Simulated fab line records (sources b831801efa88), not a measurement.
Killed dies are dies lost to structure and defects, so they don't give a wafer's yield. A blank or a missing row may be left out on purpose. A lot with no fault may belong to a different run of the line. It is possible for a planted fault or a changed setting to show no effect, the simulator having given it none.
Matching of chambers | flow gf180mcu | 4 sister chambers for GF_M5_ETCH_09 on rie-diel-03
The step etches Si3N4 in CF4/O2, target depth 52 nm, time 11.6 s. 8 wafers are shown with their chamber, then 7 later ones without.

WAFERS, EACH WITH ITS CHAMBER
wafer  | chamber | oes-product-au (a.u.) | bias-w (W)
L077.3 | 3       | 0.983                 | 150.0
L082.4 | 1       | 1.006                 | 150.2
L082.5 | 0       | 0.979                 | 149.7
L087.1 | 3       | 0.975                 | 149.8
L087.2 | 0       | 0.992                 | 150.2
L087.6 | 2       | 0.996                 | 150.2
L088.1 | 1       | 1.009                 | 149.1
L088.2 | 2       | 0.993                 | 150.1

WAFERS WHOSE CHAMBER IS MISSING
wafer  | oes-product-au (a.u.) | bias-w (W)
L088.5 | 0.974                 | 149.6
L089.2 | 0.999                 | 150.4
L089.5 | 0.993                 | 149.4
L089.6 | 1.008                 | 150.2
L095.1 | 1.013                 | 149.6
L095.3 | 0.983                 | 149.7
L095.4 | 1.005                 | 149.7

CHAMBER TAKEN BY EACH
wafer  | from the rows above               | in truth
L088.5 | can't be placed: 3 or 0           | 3
L089.2 | can't be placed: 2 or 1 or 0      | 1
L089.5 | can't be placed: 2 or 0 or 1 or 3 | 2
L089.6 | can't be placed: 1 or 2           | 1
L095.1 | 1                                 | 1
L095.3 | can't be placed: 0 or 3 or 2      | 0
L095.4 | can't be placed: 1 or 2           | 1
1 of 7 placed correctly. From these rows, 6 cannot be placed; in 6 the true chamber is one of the candidates. Placed wrongly: 0.
How it was worked out, from the rows above alone: a wafer's distance from a chamber is the root of the sum, over the readings, of the square of ((its reading less the chamber's mean) divided by the reading's scatter). The wafer belongs to the nearest chamber; if the next one is less than 2 further off, it can't be placed. The mean given for a chamber averages the wafers shown for that chamber. The scatter is the square root of a quotient: the sum, over the shown wafers, of each reading's squared deviation from its chamber's mean, divided by wafers minus chambers.
